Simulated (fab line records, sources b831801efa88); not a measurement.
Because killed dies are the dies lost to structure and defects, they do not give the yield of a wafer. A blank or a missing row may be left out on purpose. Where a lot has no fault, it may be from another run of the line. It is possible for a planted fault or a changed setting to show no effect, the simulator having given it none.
Struck lot and sound lot, side by side | flow sky130 | 15 out of 708 route steps
Sound: the wafers L630.1, L630.4, L630.5. Struck: wafers L637.4, L637.5, L637.6. The cause comes at the end.
At each step with rows: each side's tool, then ch and its chambers, then its first start. Under that, the readings that differ: sound wafers | struck wafers | difference of the means | sigmas: that difference in standard deviations of wafers without a fault.
alike: a reading whose means differ by less than 2 such deviations, as well as words and numbers matching on both sides. not compared: withheld readings; readings where some wafer has no value; bounds like >300 that might hide an equal value; numbers whose values overlap and for which the record gives no deviation.
The two part at a step that has a row with sigmas, a row that says differs or no value, or rows on one side only. When numbers do not overlap yet have no deviation, they are printed without sigmas and do not part them. A reading missing from all wafers of one side parts the sides only when that side holds two or more wafers.

first, 9 steps without rows for these wafers: SKY_CAPM_CLEAN_17 (cleans in O3/DIW); SKY_METAL3_DEHYDRATE_05 (time 60 s); SKY_METAL3_HMDS_06 (prime time 60 s); SKY_METAL3_COAT_07 (resist thk 60 nm); SKY_METAL3_COAT_08 (resist thk 1140 nm); SKY_METAL3_SOFTBAKE_09 (time 90 s); SKY_METAL3_EXPOSE_10 (exposes mask MM3, target cd 300 nm); SKY_METAL3_PEB_11; SKY_METAL3_DEVELOP_12 (develop time 60 s).
SKY_METAL3_CD_MEAS_13 targets a cd of 300 nm.
  sound: cd_sem-01 at day 42 06:21; struck: cd_sem-02 at day 43 22:27
  alike: cd_nm
SKY_METAL3_OVL_MEAS_14:
  sound: overlay-02 at day 42 06:28; struck: overlay-01 at day 43 22:32
  alike: METAL3_OVL
SKY_METAL3_DESCUM_15: chemistry O2, time 8 s.
  sound on rie_metal-01 ch 0, day 42 06:31; struck on rie_metal-01 ch 0,1, day 43 22:34
  alike: drypump_motor_current_A, he_backside_leak_sccm, oes_product_au, rf_fwd_power_W
  not compared: rf_hours_counter_h
SKY_METAL3_ETCH_16: etches BARC in N2/H2, stops on SiO2, time 88.2 s, target depth 60 nm.
  sound on rie_metal-01 ch 0, day 42 06:32; struck on rie_metal-01 ch 0,1, day 43 22:37
  reading    | sound               | struck            | difference | sigmas
  bias_w (W) | 100.20 99.93 100.37 | 96.41 96.06 96.51 | -3.84      | -13
  alike: drypump_motor_current_A, he_backside_leak_sccm, oes_product_au, rf_fwd_power_W, throttle_valve_pct
  not compared: rf_hours_counter_h
SKY_METAL3_ETCH_17: etches SiO2 in C4F8/O2/Ar, stops on TiN, time 3.9 s, target depth 15 nm.
  sound on rie_diel-04 ch 0,2,3, day 42 06:38; struck on rie_diel-04 ch 0,1, day 43 22:41
  alike: bias_w, oes_product_au, rf_fwd_power_W
  not compared: rf_hours_counter_h
SKY_PAD_OPEN_PROBE_99:
  the record holds rows for the sound wafers here (prober-02, day 48 18:42) but none for the struck ones

== WHERE THEY PART ==
At SKY_METAL3_ETCH_16 first; at SKY_PAD_OPEN_PROBE_99 last (within this record only).

WHY: the cause the simulator had injected
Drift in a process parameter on rie_metal-01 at SKY_METAL3_ETCH_16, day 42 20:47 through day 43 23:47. Setting bias_w, moved by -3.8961, from 100. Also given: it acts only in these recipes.
